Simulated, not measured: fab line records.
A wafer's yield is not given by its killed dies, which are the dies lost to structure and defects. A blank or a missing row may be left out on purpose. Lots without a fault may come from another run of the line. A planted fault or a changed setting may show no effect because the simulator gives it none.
fab line records	flow gf180mcu
record: lots: 5	wafers: 15	lastDay: 34
route steps=602 shown NWELL@52 LVPWELL@54 MVSD@66 MVPSD@78
lots that met no fault: from a run of the same line without faults
startH: start of the lot's first displayed wafer, in hours after the record's first day	waitH: time in hours since the lot's previous step	" the same as in the row above	L1.1+2: several wafers, shown together as one row	- value missing, or start not given	* or withheld: withheld	< > ~ a bound
route shown NAME@n: a module of which the file shows steps, and the number in the route of the first	usual: mean/standard deviation of fault-free wafers	same: alike in all rows	chamber/n: place in a boat	sites: readings site by site	_std_site: how widely they spread, as a standard deviation	_edge_site: the outer-site mean with the inner-site mean subtracted	radiusMm: for every site, how far away it sits from the centre of the wafer	mask NAME#n: copy n	behind: the tool/chamber that last shaped the wafer	hold: what put the lot on hold/how long, in hours/how the hold closed	device: the n, p or np transistor that did not switch	end of line: the tests these same wafers got at the end of their route	where a step has no rows: the recipe by itself	killed: the dies lost at the first sort to structure and to defects; this is not the yield of the wafer	map: shows each die of a wafer: x if killed, . if not, _ if none is there
set.NAME: the run value of the setting; set.NAME@STEP: its run value at that earlier step	model.NAME: the simulator's own value behind a step, which no gauge read
lots seen at some steps along the route; tables by step, rows by wafer
services: when a tool's chamber went out of use (startH, in hours from the record's first day, below 0 if earlier), for how many hours, and the reason
== steps ==
step: GF_NWELL_STRIP_10
recipe: chemistry: O2/N2	powerW: 1400	pressureMtorr: 1500	platenTempC: 250	o2FlowSccm: 3000	n2FlowSccm: 300	overashFraction: 0.5
usual: drypumpMotorCurrentA: 5.6/0.59	heaterPowerW: 355/17	oesProductAu: 0.723/0.0046	stripTimeToEndpointS: 36.98/0.1
lot.wafer	tool	chamber	startH	waitH	drypumpMotorCurrentA	heaterPowerW	oesProductAu	rfHoursCounterH	stripTimeToEndpointS
L075.1	plasmaAsher-04	0	65.68	0.1	4.9	346	0.727	27	37.07
L075.5	"	1	"	"	5.1	380	0.719	-	36.98
L075.6	"	0	"	"	4.9	338	0.727	-	36.91
L077.1	plasmaAsher-03	1	72.43	0.1	6.1	368	0.722	42	37.03
L077.3	"	1	"	"	6.1	371	0.729	-	37.19
L077.6	"	0	"	"	5.5	346	0.724	-	37.02
L082.1	plasmaAsher-02	0	98.83	0.1	6.6	363	0.731	47	36.96
L082.2	"	1	"	"	5.7	337	0.722	47	36.89
L082.3	"	1	"	"	5.7	333	0.717	-	36.96
L083.3	plasmaAsher-02	0	104.66	0.1	6.6	362	0.717	-	37.20
L083.4	"	1	"	"	5.7	343	0.719	-	36.96
L083.5	"	0	"	"	6.6	366	0.714	-	37.08
L095.1	plasmaAsher-02	0	169.74	0.1	6.6	368	0.725	5	37.03
L095.3	"	1	"	"	5.7	333	0.717	-	37.05
L095.5	"	1	"	"	5.7	331	0.729	-	37.06
step: GF_NWELL_TW_MEAS_11
usual: NWELL_TW: 1583/12
lot.wafer	tool	chamber	startH	waitH	NWELL_TW
L075.1	filmMetro-02	-	65.78	0.1	1585
L075.5	"	-	"	"	1582
L075.6	"	-	"	"	1581
L077.1	filmMetro-01	-	72.53	0.1	1561
L077.3	"	-	"	"	1575
L077.6	"	-	"	"	1561
L082.1	filmMetro-02	-	98.93	0.1	1601
L082.2	"	-	"	"	1603
L082.3	"	-	"	"	1596
L083.3	filmMetro-03	-	104.75	0.1	1581
L083.4	"	-	"	"	1585
L083.5	"	-	"	"	1587
L095.1	filmMetro-01	-	169.84	0.1	1575
L095.3	"	-	"	"	1584
L095.5	"	-	"	"	1576
step: GF_LVPWELL_DEHYDRATE_00
recipe: tempC: 200	timeS: 60
lot.wafer	tool	chamber	startH	waitH
L075.1+5+6	lithoTrack-01	0	72.10	6.3
L077.1+3+6	lithoTrack-03	0	77.95	5.4
L082.1+2+3	lithoTrack-04	0	104.74	5.8
L083.3+4+5	lithoTrack-03	0	111.00	6.2
L095.1+3+5	lithoTrack-04	0	177.23	7.4
step: GF_LVPWELL_HMDS_01
recipe: primeTimeS: 60	primeTempC: 120
lot.wafer	tool	chamber	startH	waitH
L075.1+5+6	lithoTrack-01	0	72.25	0.1
L077.1+3+6	lithoTrack-03	0	78.10	0.1
L082.1+2+3	lithoTrack-04	0	104.89	0.1
L083.3+4+5	lithoTrack-03	0	111.15	0.1
L095.1+3+5	lithoTrack-04	0	177.38	0.1
step: GF_LVPWELL_COAT_02
recipe: spinRpm: 2000	resistThkNm: 3000
lot.wafer	tool	chamber	startH	waitH
L075.1+5+6	lithoTrack-01	0	72.40	0.1
L077.1+3+6	lithoTrack-03	0	78.25	0.1
L082.1+2+3	lithoTrack-04	0	105.04	0.1
L083.3+4+5	lithoTrack-03	0	111.30	0.1
L095.1+3+5	lithoTrack-04	0	177.53	0.1
step: GF_LVPWELL_SOFTBAKE_03
recipe: tempC: 110	timeS: withheld
lot.wafer	tool	chamber	startH	waitH
L075.1+5+6	lithoTrack-01	0	72.55	0.1
L077.1+3+6	lithoTrack-03	0	78.40	0.1
L082.1+2+3	lithoTrack-04	0	105.19	0.1
L083.3+4+5	lithoTrack-03	0	111.46	0.1
L095.1+3+5	lithoTrack-04	0	177.68	0.1
step: GF_LVPWELL_EXPOSE_04
recipe: maskId: LVPWELL	targetCdNm: 600	na: 0.6	sourceShape: conventional	sigmaOuter: 0.6	doseMj: 260
lot.wafer	tool	chamber	startH	waitH	mask
L075.1+5+6	ilineStepper-02	0	-	-	LVPWELL#0
L077.1+3+6	ilineStepper-01	0	-	-	LVPWELL#0
L082.1+2+3	ilineStepper-01	0	-	-	LVPWELL#0
L083.3+4+5	ilineStepper-02	0	-	-	LVPWELL#0
L095.1+3+5	ilineStepper-02	0	-	-	LVPWELL#0
step: GF_LVPWELL_PEB_05
recipe: tempC: 115	timeS: withheld
lot.wafer	tool	chamber	startH	waitH
L075.1+5+6	lithoTrack-04	0	-	-
L077.1+3+6	lithoTrack-01	0	-	-
L082.1+2+3	lithoTrack-04	0	-	-
L083.3+4+5	lithoTrack-03	0	-	-
L095.1+3+5	lithoTrack-04	0	-	-
step: GF_LVPWELL_DEVELOP_06
recipe: wallAngleDeg: 90	developTimeS: 60	devTempC: 23
lot.wafer	tool	chamber	startH	waitH
L075.1+5+6	lithoTrack-04	0	-	-
L077.1+3+6	lithoTrack-01	0	-	-
L082.1+2+3	lithoTrack-04	0	-	-
L083.3+4+5	lithoTrack-03	0	-	-
L095.1+3+5	lithoTrack-04	0	-	-
step: GF_LVPWELL_OVL_MEAS_07
usual: LVPWELL_OVL: 0.2/1.1
lot.wafer	tool	chamber	startH	waitH	LVPWELL_OVL[nm]
L075.1	overlay-02	-	78.99	-	0.0
L075.5	"	-	"	"	-1.1
L075.6	"	-	"	"	-0.7
L077.1	overlay-01	-	85.45	-	0.0
L077.3	"	-	"	"	-0.4
L077.6	"	-	"	"	-0.9
L082.1	overlay-01	-	112.04	-	0.7
L082.2	"	-	"	"	2.0
L082.3	"	-	"	"	1.6
L083.3	overlay-02	-	119.11	-	1.8
L083.4	"	-	"	"	1.2
L083.5	"	-	"	"	0.3
L095.1	overlay-01	-	186.03	-	-0.5
L095.3	"	-	"	"	0.3
L095.5	"	-	"	"	0.8
step: GF_LVPWELL_IMPLANT_08
recipe: species: B	energyKev: 170	doseCm2: 1.5e+13	tiltDeg: 0
usual: endStationPressureTorr: 5.05e-06/2.7e-07	faradayCurrentUA: 84.4/1.6	tiltDeg: -0.006/0.02
lot.wafer	tool	chamber	startH	waitH	endStationPressureTorr	faradayCurrentUA	tiltDeg
L075.1	implanter-02	0	79.02	0.0	5.19e-06	84.9	-0.021
L075.5	"	0	"	"	5.06e-06	84.1	-0.009
L075.6	"	0	"	"	4.88e-06	87.0	-0.005
L077.1	implanter-01	0	85.48	0.0	4.75e-06	82.7	0.011
L077.3	"	0	"	"	4.84e-06	85.8	0.012
L077.6	"	0	"	"	5.06e-06	83.9	0.017
L082.1	implanter-04	0	112.07	0.0	4.68e-06	81.6	0.008
L082.2	"	0	"	"	5.41e-06	83.8	0.008
L082.3	"	0	"	"	5.52e-06	85.4	-0.002
L083.3	implanter-02	0	119.18	0.1	5.49e-06	83.4	-0.022
L083.4	"	0	"	"	4.95e-06	81.7	0.013
L083.5	"	0	"	"	4.62e-06	84.7	0.009
L095.1	implanter-01	0	186.07	0.0	5.16e-06	86.7	0.013
L095.3	"	0	"	"	4.84e-06	85.7	-0.014
L095.5	"	0	"	"	4.99e-06	84.6	-0.014
step: GF_LVPWELL_IMPLANT_09
recipe: species: B	energyKev: 60	doseCm2: 5e+12	tiltDeg: 0
usual: endStationPressureTorr: 5.01e-06/2.5e-07	faradayCurrentUA: 28.2/0.54	tiltDeg: -0.006/0.02
lot.wafer	tool	chamber	startH	waitH	endStationPressureTorr	faradayCurrentUA	tiltDeg
L075.1	implanter-02	0	79.17	0.1	4.86e-06	28.2	-0.004
L075.5	"	0	"	"	5.18e-06	27.8	-0.016
L075.6	"	0	"	"	4.93e-06	28.1	-0.023
L077.1	implanter-01	0	85.63	0.1	5.29e-06	29.3	0.013
L077.3	"	0	"	"	4.95e-06	28.1	0.006
L077.6	"	0	"	"	4.75e-06	28.7	-0.025
L082.1	implanter-04	0	112.22	0.1	4.98e-06	27.8	0.006
L082.2	"	0	"	"	4.75e-06	28.6	0.007
L082.3	"	0	"	"	4.87e-06	28.4	0.033
L083.3	implanter-02	0	119.33	0.1	5.36e-06	28.7	0.026
L083.4	"	0	"	"	4.85e-06	27.1	0.010
L083.5	"	0	"	"	5.37e-06	27.9	-0.009
L095.1	implanter-01	0	186.22	0.1	4.99e-06	28.2	-0.011
L095.3	"	0	"	"	4.6e-06	28.3	0.008
L095.5	"	0	"	"	4.99e-06	28.7	0.009
step: GF_LVPWELL_STRIP_10
recipe: chemistry: O2/N2	powerW: 1400	pressureMtorr: 1500	platenTempC: 250	o2FlowSccm: 3000	n2FlowSccm: 300	overashFraction: 0.5
usual: drypumpMotorCurrentA: 5.8/0.51	heaterPowerW: 347/26	oesProductAu: 0.722/0.0046	stripTimeToEndpointS: 36.94/0.12
lot.wafer	tool	chamber	startH	waitH	drypumpMotorCurrentA	heaterPowerW	oesProductAu	rfHoursCounterH	stripTimeToEndpointS
L075.1	plasmaAsher-02	1	79.32	0.1	5.7	338	0.724	44	37.07
L075.5	"	0	"	"	6.6	360	0.727	-	36.97
L075.6	"	1	"	"	5.7	346	0.718	-	37.00
L077.1	plasmaAsher-02	0	85.78	0.1	6.6	362	0.719	45	36.75
L077.3	"	0	"	"	6.6	358	0.727	-	36.88
L077.6	"	1	"	"	5.7	332	0.719	-	36.81
L082.1	plasmaAsher-03	1	112.37	0.1	6.1	377	0.720	45	37.01
L082.2	"	0	"	"	5.5	341	0.728	45	37.12
L082.3	"	1	"	"	6.1	366	0.719	-	37.11
L083.3	plasmaAsher-01	0	119.46	0.1	5.1	292	0.730	-	36.77
L083.4	"	1	"	"	5.4	367	0.723	-	36.77
L083.5	"	1	"	"	5.4	374	0.717	-	36.79
L095.1	plasmaAsher-01	0	186.37	0.1	5.1	288	0.723	51	37.02
L095.3	"	0	"	"	5.1	293	0.722	-	37.03
L095.5	"	0	"	"	5.1	300	0.730	-	37.04
step: GF_LVPWELL_TW_MEAS_11
usual: LVPWELL_TW: 563/4
lot.wafer	tool	chamber	startH	waitH	LVPWELL_TW
L075.1	filmMetro-01	-	79.42	0.1	560
L075.5	"	-	"	"	559
L075.6	"	-	"	"	561
L077.1	filmMetro-01	-	85.88	0.1	558
L077.3	"	-	"	"	558
L077.6	"	-	"	"	556
L082.1	filmMetro-02	-	112.47	0.1	568
L082.2	"	-	"	"	567
L082.3	"	-	"	"	567
L083.3	filmMetro-02	-	119.55	0.1	566
L083.4	"	-	"	"	566
L083.5	"	-	"	"	565
L095.1	filmMetro-01	-	186.47	0.1	559
L095.3	"	-	"	"	558
L095.5	"	-	"	"	558
step: GF_MVSD_DEHYDRATE_00
recipe: tempC: 200	timeS: 60
lot.wafer	tool	chamber	startH	waitH
L075.1+5+6	lithoTrack-03	0	86.05	6.6
L077.1+3+6	lithoTrack-03	0	92.50	6.6
L082.1+2+3	lithoTrack-02	0	119.50	7.0
L083.3+4+5	lithoTrack-03	0	125.69	6.1
L095.1+3+5	lithoTrack-03	0	194.29	7.8
step: GF_MVSD_HMDS_01
recipe: primeTimeS: 60	primeTempC: 120
lot.wafer	tool	chamber	startH	waitH
L075.1+5+6	lithoTrack-03	0	86.20	0.1
L077.1+3+6	lithoTrack-03	0	92.65	0.1
L082.1+2+3	lithoTrack-02	0	119.65	0.1
L083.3+4+5	lithoTrack-03	0	125.84	0.1
L095.1+3+5	lithoTrack-03	0	194.44	0.1
step: GF_MVSD_COAT_02
recipe: spinRpm: 2000	resistThkNm: 3000
lot.wafer	tool	chamber	startH	waitH
L075.1+5+6	lithoTrack-03	0	86.35	0.1
L077.1+3+6	lithoTrack-03	0	92.80	0.1
L082.1+2+3	lithoTrack-02	0	119.80	0.1
L083.3+4+5	lithoTrack-03	0	125.99	0.1
L095.1+3+5	lithoTrack-03	0	194.59	0.1
step: GF_MVSD_SOFTBAKE_03
recipe: tempC: 110	timeS: withheld
lot.wafer	tool	chamber	startH	waitH
L075.1+5+6	lithoTrack-03	0	86.50	0.1
L077.1+3+6	lithoTrack-03	0	92.95	0.1
L082.1+2+3	lithoTrack-02	0	119.95	0.1
L083.3+4+5	lithoTrack-03	0	126.16	0.1
L095.1+3+5	lithoTrack-03	0	194.74	0.1
step: GF_MVSD_EXPOSE_04
recipe: maskId: MVSD	targetCdNm: 1000	na: 0.6	sourceShape: conventional	sigmaOuter: 0.6	doseMj: 260
lot.wafer	tool	chamber	startH	waitH	mask
L075.1+5+6	ilineStepper-02	0	-	-	MVSD#0
L077.1+3+6	ilineStepper-02	0	-	-	MVSD#0
L082.1+2+3	ilineStepper-02	0	-	-	MVSD#0
L083.3+4+5	ilineStepper-02	0	-	-	MVSD#0
L095.1+3+5	ilineStepper-01	0	-	-	MVSD#0
step: GF_MVSD_PEB_05
recipe: tempC: 115	timeS: withheld
lot.wafer	tool	chamber	startH	waitH
L075.1+5+6	lithoTrack-03	0	-	-
L077.1+3+6	lithoTrack-04	0	-	-
L082.1+2+3	lithoTrack-04	0	-	-
L083.3+4+5	lithoTrack-04	0	-	-
L095.1+3+5	lithoTrack-02	0	-	-
step: GF_MVSD_DEVELOP_06
recipe: wallAngleDeg: 90	developTimeS: 60	devTempC: 23
lot.wafer	tool	chamber	startH	waitH
L075.1+5+6	lithoTrack-03	0	-	-
L077.1+3+6	lithoTrack-04	0	-	-
L082.1+2+3	lithoTrack-04	0	-	-
L083.3+4+5	lithoTrack-04	0	-	-
L095.1+3+5	lithoTrack-02	0	-	-
step: GF_MVSD_OVL_MEAS_07
usual: MVSD_OVL: 0.4/1.3
lot.wafer	tool	chamber	startH	waitH	MVSD_OVL[nm]
L075.1	overlay-01	-	93.50	-	2.9
L075.5	"	-	"	"	4.7
L075.6	"	-	"	"	4.3
L077.1	overlay-01	-	99.79	-	2.7
L077.3	"	-	"	"	2.4
L077.6	"	-	"	"	1.3
L082.1	overlay-02	-	127.09	-	0.1
L082.2	"	-	"	"	0.6
L082.3	"	-	"	"	-0.5
L083.3	overlay-02	-	133.60	-	0.7
L083.4	"	-	"	"	1.0
L083.5	"	-	"	"	0.7
L095.1	overlay-02	-	203.10	-	-1.5
L095.3	"	-	"	"	-0.5
L095.5	"	-	"	"	-0.6
step: GF_MVSD_IMPLANT_08
recipe: species: P	energyKev: 400	doseCm2: 1.6e+13	tiltDeg: 0
usual: endStationPressureTorr: 5.07e-06/2.7e-07	faradayCurrentUA: 90.3/2	tiltDeg: 0.001/0.021
lot.wafer	tool	chamber	startH	waitH	endStationPressureTorr	faradayCurrentUA	tiltDeg
L075.1	implanter-04	0	93.53	0.0	5.01e-06	86.8	-0.002
L075.5	"	0	"	"	5.2e-06	88.6	0.044
L075.6	"	0	"	"	5.06e-06	94.6	0.023
L077.1	implanter-04	0	99.82	0.0	4.84e-06	89.2	0.005
L077.3	"	0	"	"	5.17e-06	95.8	-0.005
L077.6	"	0	"	"	5.25e-06	90.4	-0.009
L082.1	implanter-04	0	127.12	0.0	5.26e-06	89.8	-0.017
L082.2	"	0	"	"	5.12e-06	90.2	-0.025
L082.3	"	0	"	"	4.95e-06	91.3	-0.035
L083.3	implanter-04	0	133.67	0.1	5e-06	89.4	-0.024
L083.4	"	0	"	"	5.75e-06	91.0	0.005
L083.5	"	0	"	"	4.86e-06	90.5	0.014
L095.1	implanter-04	0	203.14	0.0	4.64e-06	90.4	0.001
L095.3	"	0	"	"	5.22e-06	90.4	0.012
L095.5	"	0	"	"	5.41e-06	91.1	0.040
step: GF_MVSD_IMPLANT_09
recipe: species: P	energyKev: 100	doseCm2: 5e+12	tiltDeg: 0
usual: endStationPressureTorr: 5.02e-06/2.8e-07	faradayCurrentUA: 28.2/0.5	tiltDeg: 0.002/0.02
lot.wafer	tool	chamber	startH	waitH	endStationPressureTorr	faradayCurrentUA	tiltDeg
L075.1	implanter-04	0	93.68	0.1	5.04e-06	28.7	0.019
L075.5	"	0	"	"	5.14e-06	28.6	0.007
L075.6	"	0	"	"	4.95e-06	29.0	0.008
L077.1	implanter-04	0	99.97	0.1	5.1e-06	28.4	0.035
L077.3	"	0	"	"	4.56e-06	27.6	0.024
L077.6	"	0	"	"	4.45e-06	28.9	0.030
L082.1	implanter-04	0	127.27	0.1	4.93e-06	27.7	-0.006
L082.2	"	0	"	"	4.97e-06	27.5	0.008
L082.3	"	0	"	"	4.86e-06	28.0	-0.004
L083.3	implanter-04	0	133.82	0.1	4.91e-06	28.6	-0.003
L083.4	"	0	"	"	4.74e-06	28.0	-0.022
L083.5	"	0	"	"	5.09e-06	27.2	-0.029
L095.1	implanter-04	0	203.29	0.1	5.38e-06	27.4	0.030
L095.3	"	0	"	"	4.98e-06	29.0	0.019
L095.5	"	0	"	"	5.18e-06	28.3	0.001
step: GF_MVSD_STRIP_10
recipe: chemistry: O2/N2	powerW: 1400	pressureMtorr: 1500	platenTempC: 250	o2FlowSccm: 3000	n2FlowSccm: 300	overashFraction: 0.5
usual: drypumpMotorCurrentA: 5.3/0.34	heaterPowerW: 345/31	oesProductAu: 0.722/0.0049	stripTimeToEndpointS: 36.94/0.092
lot.wafer	tool	chamber	startH	waitH	drypumpMotorCurrentA	heaterPowerW	oesProductAu	rfHoursCounterH	stripTimeToEndpointS
L075.1	plasmaAsher-01	0	93.83	0.1	5.1	291	0.717	41	36.81
L075.5	"	0	"	"	5.1	290	0.716	-	36.82
L075.6	"	1	"	"	5.4	370	0.717	-	36.86
L077.1	plasmaAsher-03	0	100.12	0.1	5.5	341	0.720	44	37.01
L077.3	"	1	"	"	6.1	368	0.725	-	36.92
L077.6	"	1	"	"	6.1	377	0.730	-	36.88
L082.1	plasmaAsher-04	0	127.42	0.1	4.9	344	0.726	34	37.06
L082.2	"	1	"	"	5.1	384	0.734	34	37.03
L082.3	"	0	"	"	4.9	344	0.723	-	36.92
L083.3	plasmaAsher-01	0	133.95	0.1	5.1	299	0.725	-	36.94
L083.4	"	1	"	"	5.4	366	0.727	-	36.73
L083.5	"	0	"	"	5.1	293	0.718	-	36.83
L095.1	plasmaAsher-01	1	203.44	0.1	5.4	367	0.723	53	36.74
L095.3	"	1	"	"	5.4	373	0.722	-	36.81
L095.5	"	1	"	"	5.4	368	0.726	-	36.84
step: GF_MVSD_TW_MEAS_11
usual: MVSD_TW: 1585/9.6
lot.wafer	tool	chamber	startH	waitH	MVSD_TW
L075.1	filmMetro-02	-	93.93	0.1	1593
L075.5	"	-	"	"	1594
L075.6	"	-	"	"	1587
L077.1	filmMetro-01	-	100.22	0.1	1583
L077.3	"	-	"	"	1579
L077.6	"	-	"	"	1582
L082.1	filmMetro-01	-	127.52	0.1	1584
L082.2	"	-	"	"	1581
L082.3	"	-	"	"	1585
L083.3	filmMetro-03	-	134.04	0.1	1586
L083.4	"	-	"	"	1589
L083.5	"	-	"	"	1593
L095.1	filmMetro-01	-	203.54	0.1	1569
L095.3	"	-	"	"	1571
L095.5	"	-	"	"	1573
step: GF_MVPSD_DEHYDRATE_00
recipe: tempC: 200	timeS: 60
lot.wafer	tool	chamber	startH	waitH
L075.1+5+6	lithoTrack-04	0	100.54	6.6
L077.1+3+6	lithoTrack-02	0	106.55	6.3
L082.1+2+3	lithoTrack-04	0	134.23	6.7
L083.3+4+5	lithoTrack-04	0	141.18	7.1
L095.1+3+5	lithoTrack-01	0	211.24	7.7
step: GF_MVPSD_HMDS_01
recipe: primeTimeS: 60	primeTempC: 120
lot.wafer	tool	chamber	startH	waitH
L075.1+5+6	lithoTrack-04	0	100.69	0.1
L077.1+3+6	lithoTrack-02	0	106.70	0.1
L082.1+2+3	lithoTrack-04	0	134.38	0.1
L083.3+4+5	lithoTrack-04	0	141.33	0.1
L095.1+3+5	lithoTrack-01	0	211.39	0.1
step: GF_MVPSD_COAT_02
recipe: spinRpm: 2000	resistThkNm: 3000
lot.wafer	tool	chamber	startH	waitH
L075.1+5+6	lithoTrack-04	0	100.84	0.1
L077.1+3+6	lithoTrack-02	0	106.85	0.1
L082.1+2+3	lithoTrack-04	0	134.53	0.1
L083.3+4+5	lithoTrack-04	0	141.48	0.1
L095.1+3+5	lithoTrack-01	0	211.54	0.1
step: GF_MVPSD_SOFTBAKE_03
recipe: tempC: 110	timeS: withheld
lot.wafer	tool	chamber	startH	waitH
L075.1+5+6	lithoTrack-04	0	100.99	0.1
L077.1+3+6	lithoTrack-02	0	107.00	0.1
L082.1+2+3	lithoTrack-04	0	134.68	0.1
L083.3+4+5	lithoTrack-04	0	141.65	0.1
L095.1+3+5	lithoTrack-01	0	211.69	0.1
step: GF_MVPSD_EXPOSE_04
recipe: maskId: MVPSD	targetCdNm: 1000	na: 0.6	sourceShape: conventional	sigmaOuter: 0.6	doseMj: 260
lot.wafer	tool	chamber	startH	waitH	mask
L075.1+5+6	ilineStepper-02	0	-	-	MVPSD#0
L077.1+3+6	ilineStepper-01	0	-	-	MVPSD#0
L082.1+2+3	ilineStepper-01	0	-	-	MVPSD#0
L083.3+4+5	ilineStepper-02	0	-	-	MVPSD#0
L095.1+3+5	ilineStepper-02	0	-	-	MVPSD#0
step: GF_MVPSD_PEB_05
recipe: tempC: 115	timeS: withheld
lot.wafer	tool	chamber	startH	waitH
L075.1+5+6	lithoTrack-04	0	-	-
L077.1+3+6	lithoTrack-01	0	-	-
L082.1+2+3	lithoTrack-01	0	-	-
L083.3+4+5	lithoTrack-01	0	-	-
L095.1+3+5	lithoTrack-01	0	-	-
step: GF_MVPSD_DEVELOP_06
recipe: wallAngleDeg: 90	developTimeS: 60	devTempC: 23
lot.wafer	tool	chamber	startH	waitH
L075.1+5+6	lithoTrack-04	0	-	-
L077.1+3+6	lithoTrack-01	0	-	-
L082.1+2+3	lithoTrack-01	0	-	-
L083.3+4+5	lithoTrack-01	0	-	-
L095.1+3+5	lithoTrack-01	0	-	-
step: GF_MVPSD_OVL_MEAS_07
usual: MVPSD_OVL: -0.5/1.5
lot.wafer	tool	chamber	startH	waitH	MVPSD_OVL[nm]
L075.1	overlay-02	-	107.89	-	-1.0
L075.5	"	-	"	"	-0.3
L075.6	"	-	"	"	-0.7
L077.1	overlay-01	-	114.29	-	2.4
L077.3	"	-	"	"	2.1
L077.6	"	-	"	"	3.2
L082.1	overlay-02	-	142.14	-	-3.6
L082.2	"	-	"	"	-3.2
L082.3	"	-	"	"	-4.8
L083.3	overlay-01	-	149.46	-	0.8
L083.4	"	-	"	"	1.5
L083.5	"	-	"	"	0.7
L095.1	overlay-02	-	220.89	-	1.7
L095.3	"	-	"	"	1.0
L095.5	"	-	"	"	2.1
step: GF_MVPSD_IMPLANT_08
recipe: species: B	energyKev: 170	doseCm2: 1.5e+13	tiltDeg: 0
usual: endStationPressureTorr: 5.1e-06/2.7e-07	faradayCurrentUA: 84.7/1.6	tiltDeg: 0.002/0.019
lot.wafer	tool	chamber	startH	waitH	endStationPressureTorr	faradayCurrentUA	tiltDeg
L075.1	implanter-03	0	107.92	0.0	5.52e-06	84.9	-0.025
L075.5	"	0	"	"	5.3e-06	83.0	-0.015
L075.6	"	0	"	"	4.65e-06	85.1	-0.030
L077.1	implanter-04	0	114.33	0.0	5.08e-06	86.6	-0.022
L077.3	"	0	"	"	5.64e-06	81.1	-0.035
L077.6	"	0	"	"	5.17e-06	85.0	-0.012
L082.1	implanter-04	0	142.18	0.0	4.84e-06	88.5	0.009
L082.2	"	0	"	"	5.1e-06	84.2	-0.005
L082.3	"	0	"	"	5.34e-06	81.7	0.002
L083.3	implanter-03	0	149.53	0.1	5.05e-06	83.0	-0.015
L083.4	"	0	"	"	5.33e-06	84.7	0.015
L083.5	"	0	"	"	4.93e-06	84.7	-0.012
L095.1	implanter-04	0	220.93	0.0	5.19e-06	85.6	0.049
L095.3	"	0	"	"	5.09e-06	86.2	0.011
L095.5	"	0	"	"	5.38e-06	82.0	0.029
step: GF_MVPSD_IMPLANT_09
recipe: species: B	energyKev: 40	doseCm2: 5e+12	tiltDeg: 0
usual: endStationPressureTorr: 5e-06/2.6e-07	faradayCurrentUA: 28.2/0.54	tiltDeg: 0.001/0.019
lot.wafer	tool	chamber	startH	waitH	endStationPressureTorr	faradayCurrentUA	tiltDeg
L075.1	implanter-03	0	108.07	0.1	5.19e-06	28.2	0.034
L075.5	"	0	"	"	5.06e-06	27.5	0.015
L075.6	"	0	"	"	5.3e-06	28.0	-0.010
L077.1	implanter-04	0	114.48	0.1	4.98e-06	28.3	-0.034
L077.3	"	0	"	"	4.74e-06	27.8	0.000
L077.6	"	0	"	"	5.18e-06	27.6	0.012
L082.1	implanter-04	0	142.33	0.1	4.73e-06	28.5	0.017
L082.2	"	0	"	"	5.37e-06	28.7	0.032
L082.3	"	0	"	"	5.03e-06	27.6	0.018
L083.3	implanter-03	0	149.68	0.1	4.73e-06	29.3	0.023
L083.4	"	0	"	"	5.4e-06	28.7	0.011
L083.5	"	0	"	"	4.7e-06	28.7	0.007
L095.1	implanter-04	0	221.08	0.1	5.06e-06	28.0	0.001
L095.3	"	0	"	"	5.02e-06	27.8	-0.027
L095.5	"	0	"	"	4.97e-06	27.8	-0.009
step: GF_MVPSD_STRIP_10
recipe: chemistry: O2/N2	powerW: 1400	pressureMtorr: 1500	platenTempC: 250	o2FlowSccm: 3000	n2FlowSccm: 300	overashFraction: 0.5
usual: drypumpMotorCurrentA: 5.5/0.63	heaterPowerW: 348/26	oesProductAu: 0.722/0.0045	stripTimeToEndpointS: 36.94/0.091
lot.wafer	tool	chamber	startH	waitH	drypumpMotorCurrentA	heaterPowerW	oesProductAu	rfHoursCounterH	stripTimeToEndpointS
L075.1	plasmaAsher-02	0	108.22	0.1	6.6	358	0.721	48	36.97
L075.5	"	1	"	"	5.7	348	0.718	-	36.99
L075.6	"	0	"	"	6.6	347	0.725	-	37.00
L077.1	plasmaAsher-01	1	114.63	0.1	5.4	360	0.717	43	36.88
L077.3	"	1	"	"	5.4	379	0.722	-	36.96
L077.6	"	0	"	"	5.1	294	0.729	-	36.94
L082.1	plasmaAsher-04	0	142.48	0.1	4.9	338	0.724	36	36.92
L082.2	"	1	"	"	5.1	380	0.719	36	36.94
L082.3	"	1	"	"	5.1	383	0.717	-	37.05
L083.3	plasmaAsher-02	0	149.81	0.1	6.7	363	0.721	-	36.97
L083.4	"	1	"	"	5.7	322	0.723	-	36.87
L083.5	"	1	"	"	5.7	334	0.717	-	36.93
L095.1	plasmaAsher-01	1	221.23	0.1	5.4	369	0.718	54	36.82
L095.3	"	0	"	"	5.1	301	0.719	-	36.83
L095.5	"	0	"	"	5.1	303	0.715	-	36.92
== services ==
tool	chamber	startH	hours	kind
implanter-02	-	47.85	3.8	pm
plasmaAsher-01	-	50.25	6.9	repair
plasmaAsher-03	-	51.02	0.8	repair
implanter-02	-	57.98	5.2	pm
plasmaAsher-03	-	62.94	5.7	repair
plasmaAsher-03	-	68.79	0.4	repair
ilineStepper-02	-	79.09	1.7	pm
plasmaAsher-03	-	81.40	6.4	repair
implanter-02	-	90.17	23.6	pm
implanter-01	-	95.99	2.9	repair
plasmaAsher-02	-	108.75	9.0	pm
ilineStepper-01	-	111.03	1.2	repair
implanter-04	-	120.37	2.8	repair
implanter-04	-	145.47	2.8	repair
plasmaAsher-02	-	159.38	2.8	pm
implanter-01	-	167.91	3.9	repair
implanter-04	-	183.27	13.6	repair
implanter-02	-	194.12	8.4	repair
implanter-04	-	195.24	0.5	repair
implanter-02	-	202.51	10.5	pm
implanter-01	-	205.02	3.3	pm
implanter-03	-	209.76	4.4	pm
implanter-02	-	217.61	0.6	repair
implanter-03	-	218.07	3.8	repair
== key ==
fault none
